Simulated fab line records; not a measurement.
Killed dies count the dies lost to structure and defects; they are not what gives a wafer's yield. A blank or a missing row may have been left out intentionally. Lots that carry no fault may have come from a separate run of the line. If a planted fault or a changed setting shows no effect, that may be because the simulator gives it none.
Check of tool commonality / flow sky130 / 11 lots, 33 wafers sampled

REASON IT WAS OPENED
On 2 of the 11 lots, a flag is raised at SKY_SD_P_CD_MEAS_07 on the reading cdNm. Fault-free wafers read 379.4 nm, with a standard deviation of 2.6.
Rule: flag the lot when none of its wafers has a number, or when each of its wafers that has one lies beyond 4 standard deviations from that mean. The rest of the lots are taken to be sound.

lot=L436; measured=day 27 03:38; on=cdSem-01; cdNm (nm), wafer by wafer=380.6 380.0 380.3; flag=
lot=L440; measured=day 27 04:50; on=cdSem-02; cdNm (nm), wafer by wafer=379.2 380.1 379.1; flag=
lot=L444; measured=day 28 12:02; on=cdSem-01; cdNm (nm), wafer by wafer=381.9 383.4 380.0; flag=
lot=L446; measured=day 29 01:49; on=cdSem-02; cdNm (nm), wafer by wafer=382.8 382.6 382.3; flag=
lot=L445; measured=day 29 02:08; on=cdSem-01; cdNm (nm), wafer by wafer=380.7 378.8 379.0; flag=
lot=L449; measured=day 31 08:19; on=cdSem-01; cdNm (nm), wafer by wafer=377.1 376.6 377.5; flag=
lot=L452; measured=day 31 14:46; on=cdSem-01; cdNm (nm), wafer by wafer=416.4 414.2 418.3; flag=FLAGGED
lot=L454; measured=day 31 23:40; on=cdSem-02; cdNm (nm), wafer by wafer=418.5 418.7 418.4; flag=FLAGGED
lot=L457; measured=day 33 06:08; on=cdSem-02; cdNm (nm), wafer by wafer=378.0 376.1 378.8; flag=
lot=L458; measured=day 33 08:52; on=cdSem-01; cdNm (nm), wafer by wafer=381.8 380.6 382.9; flag=
lot=L459; measured=day 33 14:28; on=cdSem-01; cdNm (nm), wafer by wafer=383.0 380.0 380.1; flag=
The mean of the flagged lots' numbers is 417.4 nm, +38.0 nm from the usual (+15 standard deviations).

TOOL THAT RAN EACH LOT
The record holds 1 process step before the reading, out of a route of 708 steps. Every cell lists first the tool, next ch and the chambers used by the sampled wafers, and last the start.
lot=L436; flag=; SKY_SD_P_COAT_02=lithoTrack-03 ch 0, day 26 12:04
lot=L440; flag=; SKY_SD_P_COAT_02=lithoTrack-01 ch 0, day 26 13:43
lot=L444; flag=; SKY_SD_P_COAT_02=lithoTrack-03 ch 0, day 27 22:10
lot=L446; flag=; SKY_SD_P_COAT_02=lithoTrack-01 ch 0, day 28 11:11
lot=L445; flag=; SKY_SD_P_COAT_02=lithoTrack-02 ch 0, day 28 11:29
lot=L449; flag=; SKY_SD_P_COAT_02=lithoTrack-03 ch 0, day 30 17:52
lot=L452; flag=FLAGGED; SKY_SD_P_COAT_02=lithoTrack-03 ch 0, day 31 00:31
lot=L454; flag=FLAGGED; SKY_SD_P_COAT_02=lithoTrack-03 ch 0, day 31 08:58
lot=L457; flag=; SKY_SD_P_COAT_02=lithoTrack-01 ch 0, day 32 16:16
lot=L458; flag=; SKY_SD_P_COAT_02=lithoTrack-01 ch 0, day 32 19:40
lot=L459; flag=; SKY_SD_P_COAT_02=lithoTrack-01 ch 0, day 33 00:43
What the steps here do:
- SKY_SD_P_COAT_02: resist thk 1140 nm.
- SKY_SD_P_CD_MEAS_07: target cd 380 nm.

FLAGGED AGAINST TOTAL, ONE TOOL AT A TIME (gauges that did the reading follow at the end)
step=SKY_SD_P_COAT_02; tool=lithoTrack-01; lots run=5; flagged=0; share of the flagged lots=none; sound lots run after its first flagged lot=-
step=SKY_SD_P_COAT_02; tool=lithoTrack-02; lots run=1; flagged=0; share of the flagged lots=none; sound lots run after its first flagged lot=-
step=SKY_SD_P_COAT_02; tool=lithoTrack-03; lots run=5; flagged=2; share of the flagged lots=all; sound lots run after its first flagged lot=0
step=SKY_SD_P_CD_MEAS_07; tool=cdSem-01; lots run=7; flagged=1; share of the flagged lots=some; sound lots run after its first flagged lot=2 (L458,L459)
step=SKY_SD_P_CD_MEAS_07; tool=cdSem-02; lots run=4; flagged=1; share of the flagged lots=some; sound lots run after its first flagged lot=1 (L457)

THE TABLE: WHAT IT ALLOWS
1 row of the table ran every flagged lot: lithoTrack-03 at SKY_SD_P_COAT_02.
- lithoTrack-03 at SKY_SD_P_COAT_02 ran 5 lots, 2 of them flagged. Last sound lot L449 at day 30 17:52, first flagged lot L452 at day 31 00:31; a fault beginning in between fits.
Left over: one tool, lithoTrack-03 at SKY_SD_P_COAT_02.

WHAT HAD BEEN PUT IN BY THE SIMULATOR
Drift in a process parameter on lithoTrack-03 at SKY_SD_P_COAT_02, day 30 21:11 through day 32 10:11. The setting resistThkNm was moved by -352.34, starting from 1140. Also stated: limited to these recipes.
Shown lots that were struck: L452, L454. The rule above found the same.
